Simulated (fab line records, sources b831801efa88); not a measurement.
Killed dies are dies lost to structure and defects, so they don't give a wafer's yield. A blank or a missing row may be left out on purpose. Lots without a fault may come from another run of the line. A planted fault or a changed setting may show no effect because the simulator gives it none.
fab line records | flow sfq_line
record lots=14 wafers=42 last_day=87
route steps=325 shown L0@13 M1@59 I1@83
lots that met no fault: from a run of the same line without faults
start_h: hours from the record's first day to the start of the lot's first wafer shown | wait_h: hours since the lot's step before | " the same as in the row above | L1.1+2: a row that stands for several wafers | - no value, or no start given | * or withheld: withheld | < > ~ a bound
route shown NAME@n: a module of which the file shows steps, and the number in the route of the first | usual: mean/standard deviation of fault-free wafers | same: alike in all rows | chamber/n: place in a boat | sites: the reading at each site | _std_site: their standard deviation | _edge_site: outer sites' mean less inner sites' | radius_mm: how far each site lies from the wafer's centre | mask NAME#n: copy n | behind: the tool/chamber that last shaped the wafer | hold: why the lot was held/for how many hours/how that ended | device: the transistor (n, p or np) that didn't switch | end of line: the same wafers' tests at the end of the route | a step without rows: its recipe alone | killed: dies lost to structure and defects at the first sort, not the wafer's yield | map: a wafer's dies, x killed, . not, _ none there
set.NAME: the setting as run; set.NAME@STEP: as run at that earlier step | model.NAME: the simulator's own value behind a step, which no gauge read
steps of the route over a sample of lots; a table a step, a row a wafer
services: from which hour (start_h, from the record's first day; less than 0 if before it) a tool's chamber was out of use, for how many hours, and why
## steps
# step SFQ_TRILAYER_L0_ETCH_METAL_ETCH_008
# recipe target=MoNx_KI stop_on=SiO2 mask_material=PR chemistry=SF6/O2 target_depth_nm=50 icp_w=600 bias_w=80 pressure_mtorr=10 time_s=25
# usual drypump_motor_current_A=5.5/0.38 oes_product_au=0.873/0.007
# columns lot.wafer tool chamber start_h wait_h drypump_motor_current_A oes_product_au rf_hours_counter_h
L539.4 rie_metal-04 0 79.11 0.0 5.6 0.874 -
L539.5 " 0 " " 5.6 0.883 -
L539.6 " 1 " " 5.7 0.877 -
L540.1 rie_metal-03 0 85.09 0.0 6.2 0.881 106
L540.2 " 1 " " 4.8 0.877 40
L540.3 " 1 " " 4.8 0.864 -
L541.1 rie_metal-03 0 93.49 0.0 6.1 0.874 108
L541.2 " 1 " " 4.8 0.878 42
L541.6 " 1 " " 4.8 0.875 -
L545.1 rie_metal-04 1 118.96 0.0 5.6 0.880 145
L545.4 " 0 " " 5.6 0.871 -
L545.6 " 0 " " 5.6 0.875 -
L550.2 rie_metal-01 1 147.68 0.0 6.0 0.875 1
L550.5 " 1 " " 6.0 0.880 -
L550.6 " 0 " " 5.2 0.880 -
L551.2 rie_metal-01 0 152.48 0.0 5.2 0.862 198
L551.3 " 0 " " 5.2 0.873 -
L551.5 " 0 " " 5.2 0.875 -
L553.3 rie_metal-01 0 162.10 0.0 5.2 0.864 -
L553.4 " 1 " " 6.0 0.866 -
L553.6 " 1 " " 6.0 0.867 -
L554.1 rie_metal-03 0 170.03 0.0 6.1 0.877 121
L554.2 " 1 " " 4.8 0.878 55
L554.3 " 1 " " 4.8 0.876 -
L555.2 rie_metal-04 1 174.83 0.0 5.6 0.871 154
L555.3 " 1 " " 5.6 0.876 -
L555.6 " 1 " " 5.6 0.870 -
L558.3 rie_metal-03 0 197.77 0.0 6.1 0.857 -
L558.4 " 1 " " 4.8 0.855 -
L558.6 " 0 " " 6.1 0.876 -
L559.1 rie_metal-04 1 203.76 0.0 5.6 0.859 158
L559.4 " 1 " " 5.6 0.863 -
L559.5 " 0 " " 5.6 0.871 -
L560.2 rie_metal-04 0 212.16 0.0 5.6 0.874 181
L560.3 " 1 " " 5.7 0.885 -
L560.5 " 0 " " 5.6 0.872 -
L561.2 rie_metal-04 0 219.86 0.0 5.6 0.876 183
L561.4 " 1 " " 5.7 0.874 -
L561.6 " 0 " " 5.6 0.870 -
L562.1 rie_metal-04 0 224.66 0.0 5.6 0.882 184
L562.3 " 1 " " 5.6 0.868 -
L562.5 " 0 " " 5.6 0.881 -
# step SFQ_TRILAYER_M1_DEP_SPUTTER_037
# recipe material=Nb base_pressure_pa=1.33e-06 chamber_pressure_pa=0.1333 substrate_temp_c=20 resputter_cathode_voltage_v=400 target_thk_nm=200 power_w=2000 time_s=133.3
# usual throttle_valve_pct=30.1/0.67
# columns lot.wafer tool chamber start_h wait_h throttle_valve_pct
L539.4 pvd_sputter-03 - 389.11 0.0 30.4
L539.5 " - " " 30.9
L539.6 " - " " 30.2
L540.1 pvd_sputter-03 - 403.24 0.0 31.1
L540.2 " - " " 30.4
L540.3 " - " " 30.3
L541.1 pvd_sputter-05 - 429.34 0.0 30.3
L541.2 " - " " 29.3
L541.6 " - " " 29.4
L545.1 pvd_sputter-03 - 461.74 0.0 30.3
L545.4 " - " " 30.4
L545.6 " - " " 30.2
L550.2 pvd_sputter-05 - 532.87 0.0 29.1
L550.5 " - " " 29.6
L550.6 " - " " 29.8
L551.2 pvd_sputter-05 - 537.67 0.0 30.2
L551.3 " - " " 30.2
L551.5 " - " " 30.4
L553.3 pvd_sputter-04 - 552.07 0.0 30.5
L553.4 " - " " 29.1
L553.6 " - " " 31.0
L554.1 pvd_sputter-03 - 565.27 0.0 31.0
L554.2 " - " " 30.9
L554.3 " - " " 30.5
L555.2 pvd_sputter-03 - 581.10 0.0 30.1
L555.3 " - " " 30.7
L555.6 " - " " 30.1
L558.3 pvd_sputter-04 - 599.10 0.0 29.0
L558.4 " - " " 29.1
L558.6 " - " " 29.3
L559.1 pvd_sputter-04 - 607.50 0.0 29.2
L559.4 " - " " 29.3
L559.5 " - " " 29.1
L560.2 pvd_sputter-05 - 615.90 0.0 29.6
L560.3 " - " " 29.3
L560.5 " - " " 29.9
L561.2 pvd_sputter-04 - 623.10 0.0 29.0
L561.4 " - " " 30.4
L561.6 " - " " 30.2
L562.1 pvd_sputter-04 - 634.12 0.0 29.0
L562.3 " - " " 31.1
L562.5 " - " " 29.4
# step SFQ_M1_RS_MEAS_909
# recipe thk_meas_gauge=four-point-probe reads=Nb_of_TRILAYER_M1_DEP_SPUTTER_037
# usual M1_NB_RS=0.889/0.0093
# columns lot.wafer tool chamber start_h wait_h M1_NB_RS[ohm/sq]
L539.4 film_metro-03 - 389.26 0.1 0.897
L539.5 " - " " 0.890
L539.6 " - " " 0.895
L540.1 film_metro-04 - 403.33 0.0 0.899
L540.2 " - " " 0.889
L540.3 " - " " 0.882
L541.1 film_metro-01 - 429.43 0.0 0.891
L541.2 " - " " 0.886
L541.6 " - " " 0.892
L545.1 film_metro-01 - 461.83 0.0 0.897
L545.4 " - " " 0.890
L545.6 " - " " 0.899
L550.2 film_metro-01 - 532.98 0.1 0.883
L550.5 " - " " 0.504
L550.6 " - " " 0.871
L551.2 film_metro-03 - 537.78 0.1 0.892
L551.3 " - " " 0.884
L551.5 " - " " 0.508
L553.3 film_metro-03 - 552.20 0.1 0.874
L553.4 " - " " 0.873
L553.6 " - " " 0.884
L554.1 film_metro-04 - 565.36 0.0 0.880
L554.2 " - " " 0.880
L554.3 " - " " 0.877
L555.2 film_metro-04 - 581.21 0.1 0.890
L555.3 " - " " 0.892
L555.6 " - " " 0.889
L558.3 film_metro-01 - 599.23 0.1 0.873
L558.4 " - " " 0.899
L558.6 " - " " 0.879
L559.1 film_metro-04 - 607.59 0.0 0.901
L559.4 " - " " 0.900
L559.5 " - " " 0.874
L560.2 film_metro-03 - 616.01 0.1 0.883
L560.3 " - " " 0.872
L560.5 " - " " 0.883
L561.2 film_metro-01 - 623.21 0.1 0.906
L561.4 " - " " 0.880
L561.6 " - " " 0.881
L562.1 film_metro-03 - 634.21 0.0 0.867
L562.3 " - " " 0.890
L562.5 " - " " 0.906
# step SFQ_TRILAYER_M1_ETCH_METAL_ETCH_042
# recipe target=Nb stop_on=SiO2 mask_material=PR chemistry=Cl2/Ar target_depth_nm=240 icp_w=600 bias_w=80 pressure_mtorr=10 time_s=120
# usual drypump_motor_current_A=5.6/0.52 oes_product_au=0.894/0.0075
# columns lot.wafer tool chamber start_h wait_h drypump_motor_current_A oes_product_au rf_hours_counter_h
L539.4 rie_metal-03 1 392.23 0.1 4.8 0.891 -
L539.5 " 1 " " 4.8 0.890 -
L539.6 " 0 " " 6.1 0.888 -
L540.1 rie_metal-01 1 406.04 0.1 6.0 0.888 42
L540.2 " 1 " " 6.0 0.894 -
L540.3 " 1 " " 6.0 0.897 -
L541.1 rie_metal-04 1 594.66 0.1 5.6 0.896 36
L541.2 " 1 " " 5.7 0.886 -
L541.6 " 1 " " 5.7 0.885 -
L545.1 rie_metal-04 0 617.40 0.0 5.6 0.893 48
L545.4 " 0 " " 5.6 0.895 -
L545.6 " 1 " " 5.7 0.888 -
L550.2 rie_metal-03 1 667.49 0.0 4.8 0.889 136
L550.5 " 1 " " 4.8 1.010 -
L550.6 " 0 " " 6.1 0.909 -
L551.2 rie_metal-03 0 674.92 0.0 6.1 0.892 29
L551.3 " 1 " " 4.8 0.910 -
L551.5 " 0 " " 6.1 0.992 -
L553.3 rie_metal-03 1 685.76 0.1 4.8 0.898 -
L553.4 " 0 " " 6.2 0.902 -
L553.6 " 0 " " 6.2 0.889 -
L554.1 rie_metal-03 1 698.92 0.0 4.8 0.902 141
L554.2 " 0 " " 6.1 0.906 32
L554.3 " 1 " " 4.8 0.907 -
L555.2 rie_metal-01 0 714.52 0.0 5.2 0.900 72
L555.3 " 1 " " 6.0 0.903 -
L555.6 " 0 " " 5.2 0.894 -
L558.3 rie_metal-03 1 740.96 0.1 4.8 0.901 -
L558.4 " 0 " " 6.2 0.896 -
L558.6 " 1 " " 4.8 0.902 -
L559.1 rie_metal-03 0 750.52 0.0 6.2 0.889 40
L559.4 " 1 " " 4.8 0.889 -
L559.5 " 1 " " 4.8 0.903 -
L560.2 rie_metal-04 0 759.08 0.0 5.6 0.893 66
L560.3 " 0 " " 5.6 0.899 -
L560.5 " 0 " " 5.6 0.899 -
L561.2 rie_metal-04 1 763.88 0.0 5.7 0.876 57
L561.4 " 0 " " 5.6 0.898 -
L561.6 " 1 " " 5.7 0.898 -
L562.1 rie_metal-03 1 774.68 0.0 4.8 0.908 152
L562.3 " 0 " " 6.2 0.890 -
L562.5 " 1 " " 4.8 0.890 -
# step SFQ_TRILAYER_M1_STRIP_STRIP_043
# recipe gas=O2 power_w=200 platen_temp_c=40 overash_fraction=0.65 chemistry=O2 pressure_mtorr=50
# usual drypump_motor_current_A=5.6/0.52 oes_product_au=1.000/0.0086
# columns lot.wafer tool chamber start_h wait_h drypump_motor_current_A oes_product_au rf_hours_counter_h
L539.4 rie_metal-03 1 392.51 0.2 4.8 1.002 -
L539.5 " 1 " " 4.8 1.015 -
L539.6 " 0 " " 6.1 1.012 -
L540.1 rie_metal-01 1 406.29 0.2 6.0 0.979 43
L540.2 " 1 " " 6.0 0.993 -
L540.3 " 1 " " 6.0 0.991 -
L541.1 rie_metal-04 1 594.91 0.2 5.7 1.003 36
L541.2 " 1 " " 5.7 1.004 -
L541.6 " 1 " " 5.7 1.008 -
L545.1 rie_metal-04 0 617.53 0.1 5.6 1.014 48
L545.4 " 0 " " 5.6 1.002 -
L545.6 " 1 " " 5.7 1.014 -
L550.2 rie_metal-03 1 667.62 0.1 4.8 1.023 136
L550.5 " 1 " " 4.8 1.008 -
L550.6 " 0 " " 6.1 1.007 -
L551.2 rie_metal-03 0 675.04 0.1 6.1 1.007 29
L551.3 " 1 " " 4.8 1.004 -
L551.5 " 0 " " 6.1 1.010 -
L553.3 rie_metal-03 1 686.04 0.2 4.8 0.999 -
L553.4 " 0 " " 6.2 0.994 -
L553.6 " 0 " " 6.1 0.990 -
L554.1 rie_metal-03 1 699.04 0.1 4.8 1.016 141
L554.2 " 0 " " 6.2 1.004 32
L554.3 " 1 " " 4.8 1.014 -
L555.2 rie_metal-01 0 714.64 0.1 5.2 0.996 72
L555.3 " 1 " " 6.0 0.984 -
L555.6 " 0 " " 5.2 1.002 -
L558.3 rie_metal-03 1 741.24 0.2 4.8 1.003 -
L558.4 " 0 " " 6.1 0.996 -
L558.6 " 1 " " 4.8 1.015 -
L559.1 rie_metal-03 0 750.64 0.1 6.2 0.997 40
L559.4 " 1 " " 4.8 1.002 -
L559.5 " 1 " " 4.8 0.998 -
L560.2 rie_metal-04 0 759.21 0.1 5.6 0.995 67
L560.3 " 0 " " 5.6 0.999 -
L560.5 " 0 " " 5.6 0.993 -
L561.2 rie_metal-04 1 764.01 0.1 5.6 0.994 57
L561.4 " 0 " " 5.6 0.988 -
L561.6 " 1 " " 5.7 0.985 -
L562.1 rie_metal-03 1 774.81 0.1 4.8 0.989 152
L562.3 " 0 " " 6.2 0.992 -
L562.5 " 1 " " 4.8 1.006 -
# step SFQ_I1_OVL_MEAS_913
# usual I1_OVL=0/5.7
# columns lot.wafer tool chamber start_h wait_h I1_OVL[nm]
L539.4 overlay-02 - 558.29 0.1 -7
L539.5 " - " " -4
L539.6 " - " " -5
L540.1 overlay-02 - 567.04 0.1 2
L540.2 " - " " -4
L540.3 " - " " 1
L541.1 overlay-02 - 616.19 0.1 6
L541.2 " - " " 1
L541.6 " - " " 3
L545.1 overlay-01 - 769.78 0.1 1
L545.4 " - " " 2
L545.6 " - " " 5
L550.2 overlay-02 - 819.12 0.1 -3
L550.5 " - " " -5
L550.6 " - " " -4
L551.2 overlay-02 - 823.72 0.1 4
L551.3 " - " " 2
L551.5 " - " " 1
L553.3 overlay-02 - 834.77 0.1 -4
L553.4 " - " " -6
L553.6 " - " " 0
L554.1 overlay-02 - 844.98 0.1 -11
L554.2 " - " " -7
L554.3 " - " " -10
L555.2 overlay-02 - 860.72 0.1 4
L555.3 " - " " -5
L555.6 " - " " 2
L558.3 overlay-02 - 884.72 0.1 14
L558.4 " - " " 15
L558.6 " - " " 3
L559.1 overlay-02 - 893.11 0.1 4
L559.4 " - " " 3
L559.5 " - " " 4
L560.2 overlay-01 - 905.12 0.1 4
L560.3 " - " " 4
L560.5 " - " " 2
L561.2 overlay-01 - 908.72 0.1 6
L561.4 " - " " 5
L561.6 " - " " 12
L562.1 overlay-01 - 920.96 0.1 8
L562.3 " - " " 2
L562.5 " - " " 8
## services
# columns tool chamber start_h hours kind
pvd_sputter-04 - 81.79 6.9 repair
rie_metal-04 - 84.92 1.2 repair
pvd_sputter-03 - 88.80 11.2 repair
rie_metal-04 - 144.07 0.3 repair
rie_metal-01 1 314.23 14.9 repair
rie_metal-03 - 330.70 1.2 repair
pvd_sputter-03 - 334.65 3.4 repair
pvd_sputter-05 - 339.79 3.8 repair
rie_metal-01 0 403.58 17.5 repair
pvd_sputter-04 - 419.70 6.8 repair
rie_metal-01 0 435.32 2.9 repair
rie_metal-04 0 447.78 16.8 repair
rie_metal-03 0 449.70 6.4 repair
rie_metal-04 - 459.76 2.8 pm
rie_metal-01 1 469.18 1.5 repair
pvd_sputter-05 - 474.03 1.2 repair
pvd_sputter-05 - 510.72 6.8 repair
rie_metal-01 1 566.09 3.0 repair
rie_metal-04 0 590.58 6.5 repair
pvd_sputter-05 - 636.08 0.6 repair
rie_metal-01 - 637.56 1.4 pm
rie_metal-04 - 714.82 14.6 pm
rie_metal-01 - 725.69 1.1 repair
pvd_sputter-04 - 769.11 2.2 repair
## key
first_sign step=SFQ_M1_RS_MEAS_909 reading=M1_NB_RS direction=down sigmas=41 usual=0.889 struck=0.506
effect step=SFQ_TRILAYER_M1_ETCH_METAL_ETCH_042 reading=oes_product_au direction=up sigmas=14 usual=0.894 struck=1.001
met_at SFQ_TRILAYER_M1_DEP_SPUTTER_037
struck_lots L550,L551
struck_wafers L550.5,L551.5
not_acting_at SFQ_TRILAYER_L0_ETCH_METAL_ETCH_008,SFQ_TRILAYER_M1_STRIP_STRIP_043,SFQ_I1_OVL_MEAS_913
onset_between 429.34 532.87
fault kind=process_parameter_drift tool=pvd_sputter-05 chamber=- onset_h=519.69 steps=SFQ_TRILAYER_M1_DEP_SPUTTER_037 channel=target_thk_nm offset=147.98 shape=step end_h=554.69 scope=struck_wafers_only acts_in=these_recipes_only stated=200
